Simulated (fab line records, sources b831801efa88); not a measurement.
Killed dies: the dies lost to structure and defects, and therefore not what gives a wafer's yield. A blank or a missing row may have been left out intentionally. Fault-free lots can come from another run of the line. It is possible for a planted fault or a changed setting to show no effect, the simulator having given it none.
The tool behind it: which one? ; flow sky130 ; 11 lots with 33 wafers sampled at 7 steps, on a route of 708 steps

== WHAT THE GAUGES SHOWED, per wafer ==
SKY_SD_P_TW_MEAS_11. Usual: SD_P_TW 2815, standard deviation 24.
lot;measured;on;SD_P_TW;flag
L404;day 25 06:07;film_metro-04;2813 2804 2797;
L405;day 25 20:07;film_metro-03;2847 2852 2864;
L406;day 26 02:52;film_metro-04;2806 2813 2808;
L407;day 26 10:35;film_metro-03;2834 2833 2844;
L408;day 27 00:58;film_metro-03;2842 2849 2839;
L409;day 27 09:52;film_metro-04;2820 2816 2832;
L410;day 27 11:49;film_metro-03;2835 2873 2842;
L414;day 29 09:16;film_metro-04;2067 2070 2070 2074 2076 2079;OFF
L415;day 29 11:32;film_metro-04;2078 2062 2084 2076 2056 2074;OFF
L416;day 29 18:23;film_metro-04;2049 2068 2056 2067 2064 2063;OFF
L417;day 29 23:07;film_metro-04;2061 2071 2076 2070 2065 2072;OFF

SKY_SD_N_RS_MEAS_17: measures by four-point-probe. Usual: SD_P_RS 147.0 ohm/sq, standard deviation 0.36.
lot;measured;on;SD_P_RS (ohm/sq);flag
L404;day 27 17:17;film_metro-02;147.2 147.1 146.8;
L405;day 28 06:59;film_metro-04;147.1 147.3 146.9;
L406;day 28 13:05;film_metro-02;146.6 146.8 146.5;
L407;day 28 21:16;film_metro-02;146.1 146.3 146.5;
L408;day 29 10:43;film_metro-03;147.2 147.6 147.6;
L409;day 29 18:42;film_metro-02;146.6 147.0 147.0;
L410;day 29 22:05;film_metro-03;146.9 146.7 146.9;
L414;day 31 17:44;film_metro-03;52.1 52.0 52.0 52.0 52.1 52.0;OFF
L415;day 31 18:54;film_metro-03;51.9 51.9 51.8 51.8 52.0 51.8;OFF
L416;day 32 02:07;film_metro-04;52.1 52.0 52.0 52.2 52.0 52.1;OFF
L417;day 32 06:29;film_metro-02;52.2 52.2 52.0 52.1 52.1 52.0;OFF

SKY_LOCAL_INTERCONNECT_OVL_MEAS_12. Usual: LOCAL_INTERCONNECT_OVL 2 nm, standard deviation 6.6.
lot;measured;on;LOCAL_INTERCONNECT_OVL (nm);flag
L404;day 30 04:05;overlay-02;4 7 8;
L405;day 30 17:28;overlay-01;-16 -4 -1;
L406;day 30 23:37;overlay-02;-5 -6 -1;
L407;day 31 07:01;overlay-01;-2 6 6;
L408;day 31 20:07;overlay-01;-5 -7 5;
L409;day 32 04:59;overlay-02;4 -5 4;
L410;day 32 06:51;overlay-01;3 -6 -5;

== TOOL THAT RAN EACH LOT (tool first, then ch and the chambers of the sampled wafers, then the start) ==
lot;SKY_SPACER_ETCHBACK_02;SKY_POLY_CUT_STRIP_12;SKY_SD_P_IMPLANT_09;SKY_SD_P_STRIP_10
L404;rie_diel-02 ch 1,2, day 22 17:34;plasma_asher-04 ch 0,1, day 24 00:16;implanter-02 ch 0, day 25 05:54;plasma_asher-02 ch 0,1, day 25 06:02
L405;rie_diel-02 ch 0,1,3, day 23 08:20;plasma_asher-02 ch 0,1, day 24 14:13;implanter-01 ch 0, day 25 19:53;plasma_asher-01 ch 0,1, day 25 20:01
L406;rie_diel-01 ch 1,2,3, day 23 15:51;plasma_asher-02 ch 0,1, day 24 21:22;implanter-01 ch 0, day 26 02:39;plasma_asher-02 ch 0,1, day 26 02:47
L407;rie_diel-02 ch 0,3, day 23 23:22;plasma_asher-03 ch 0, day 25 05:20;implanter-01 ch 0, day 26 10:20;plasma_asher-02 ch 0,1, day 26 10:29
L408;rie_diel-01 ch 1,2,3, day 24 14:10;plasma_asher-02 ch 0,1, day 25 19:46;implanter-01 ch 0, day 27 00:43;plasma_asher-03 ch 0,1, day 27 00:52
L409;rie_diel-03 ch 1,2, day 24 23:28;plasma_asher-03 ch 0,1, day 26 04:58;implanter-01 ch 0, day 27 09:37;plasma_asher-03 ch 0,1, day 27 09:46
L410;rie_diel-02 ch 0,3, day 25 00:55;plasma_asher-02 ch 0,1, day 26 06:29;implanter-01 ch 0, day 27 11:34;plasma_asher-01 ch 0,1, day 27 11:42
L414;rie_diel-02 ch 2,3, day 26 23:43;plasma_asher-02 ch 0, day 28 04:46;implanter-02 ch 0, day 29 09:02;plasma_asher-02 ch 0,1, day 29 09:10
L415;rie_diel-01 ch 1,2, day 27 02:22;plasma_asher-02 ch 0,1, day 28 07:07;implanter-02 ch 0, day 29 11:17;plasma_asher-01 ch 0,1, day 29 11:26
L416;rie_diel-02 ch 1,2, day 27 09:44;plasma_asher-04 ch 0, day 28 14:11;implanter-03 ch 0, day 29 18:08;plasma_asher-01 ch 0,1, day 29 18:17
L417;rie_diel-03 ch 0,2,3, day 27 14:55;plasma_asher-02 ch 0, day 28 19:28;implanter-03 ch 0, day 29 22:52;plasma_asher-02 ch 0,1, day 29 23:00
- SKY_SPACER_ETCHBACK_02: etches Si3N4 in CH3F/O2, stops on SiO2, time 46.7 s, target depth 45 nm.
- SKY_POLY_CUT_STRIP_12: strips in O2/N2.
- SKY_SD_P_IMPLANT_09
- SKY_SD_P_STRIP_10: strips in O2/N2.

== AS READ BY THE TOOLS THEMSELVES (means over the sampled wafers that have a number; for cases with no such wafer, the mark the record gives instead) ==
SKY_SPACER_ETCHBACK_02. Usual: drypump_motor_current_A 5.8 A, standard deviation 0.32; oes_product_au 0.857 a.u., standard deviation 0.0064; rf_fwd_power_W 395.6 W, standard deviation 1.6; throttle_valve_pct 10.562 %, standard deviation 0.0092.
lot;tool;drypump_motor_current_A (A);oes_product_au (a.u.);rf_fwd_power_W (W);throttle_valve_pct (%);flag
L404;rie_diel-02;6.1;0.856;395.2;10.567;
L405;rie_diel-02;6.0;0.857;394.8;10.561;
L406;rie_diel-01;5.5;0.854;395.8;10.554;
L407;rie_diel-02;6.0;0.851;396.1;10.568;
L408;rie_diel-01;5.6;0.847;395.6;10.567;
L409;rie_diel-03;5.6;0.858;396.5;10.574;
L410;rie_diel-02;6.0;0.855;393.3;10.570;
L414;rie_diel-02;6.0;0.852;397.2;10.569;
L415;rie_diel-01;5.7;0.856;395.3;10.553;
L416;rie_diel-02;6.1;0.855;395.7;10.561;
L417;rie_diel-03;5.7;0.854;396.7;10.554;

SKY_POLY_CUT_STRIP_12. Usual: drypump_motor_current_A 5.9 A, standard deviation 0.4; oes_product_au 0.452 a.u., standard deviation 0.0043; strip_time_to_endpoint_s 5.358 s, standard deviation 0.019.
lot;tool;drypump_motor_current_A (A);oes_product_au (a.u.);strip_time_to_endpoint_s (s);flag
L404;plasma_asher-04;6.2;0.455;5.358;
L405;plasma_asher-02;6.0;0.450;5.356;
L406;plasma_asher-02;5.9;0.454;5.361;
L407;plasma_asher-03;6.1;0.446;5.344;
L408;plasma_asher-02;5.9;0.450;5.398;
L409;plasma_asher-03;5.9;0.458;5.355;
L410;plasma_asher-02;5.9;0.456;5.362;
L414;plasma_asher-02;5.4;0.451;5.349;
L415;plasma_asher-02;5.7;0.454;5.366;
L416;plasma_asher-04;5.9;0.455;5.357;
L417;plasma_asher-02;5.4;0.453;5.379;

SKY_SD_P_STRIP_10. Usual: drypump_motor_current_A 5.9 A, standard deviation 0.47; oes_product_au 0.618 a.u., standard deviation 0.0045; strip_time_to_endpoint_s 17.49 s, standard deviation 0.045.
lot;tool;drypump_motor_current_A (A);oes_product_au (a.u.);strip_time_to_endpoint_s (s);flag
L404;plasma_asher-02;5.9;0.619;17.46;
L405;plasma_asher-01;6.4;0.614;17.55;
L406;plasma_asher-02;5.9;0.618;17.49;
L407;plasma_asher-02;5.7;0.615;17.44;
L408;plasma_asher-03;5.9;0.618;17.46;
L409;plasma_asher-03;5.9;0.614;17.44;
L410;plasma_asher-01;6.4;0.620;17.44;
L414;plasma_asher-02;5.9;0.600;18.15;OFF
L415;plasma_asher-01;6.4;0.601;18.21;OFF
L416;plasma_asher-01;6.4;0.601;18.11;OFF
L417;plasma_asher-02;5.7;0.606;18.16;OFF

== THE ANSWER, worked out from the rows above alone ==
Rule: a lot is off if the mean of its wafers that have a number lies more than 3 standard deviations from the usual mean. Also off: a lot with no number at a reading for which 4 or more lots have one. Where the step has rows for the other lots, those lots are counted as sound. After the gauges, taken in route order, come the tools' own readings; for these a lot's mean is taken, as printed above. At the first step where some lot is off, the reading lying furthest off is the one used; lots without a number count as furthest.
Off: L414, L415, L416, L417, seen at SKY_SD_P_TW_MEAS_11 (SD_P_TW).
A tool fits if, at a process step before that reading, it ran every lot that is off, and no sound lot after the first of them. Not tried: the gauges at SKY_SD_P_TW_MEAS_11; whatever is off there is also off at SKY_SD_P_STRIP_10, on other tools, and gauge error can't account for it. Of those tried, none fits.

== WHAT THE SIMULATOR PUT IN ==
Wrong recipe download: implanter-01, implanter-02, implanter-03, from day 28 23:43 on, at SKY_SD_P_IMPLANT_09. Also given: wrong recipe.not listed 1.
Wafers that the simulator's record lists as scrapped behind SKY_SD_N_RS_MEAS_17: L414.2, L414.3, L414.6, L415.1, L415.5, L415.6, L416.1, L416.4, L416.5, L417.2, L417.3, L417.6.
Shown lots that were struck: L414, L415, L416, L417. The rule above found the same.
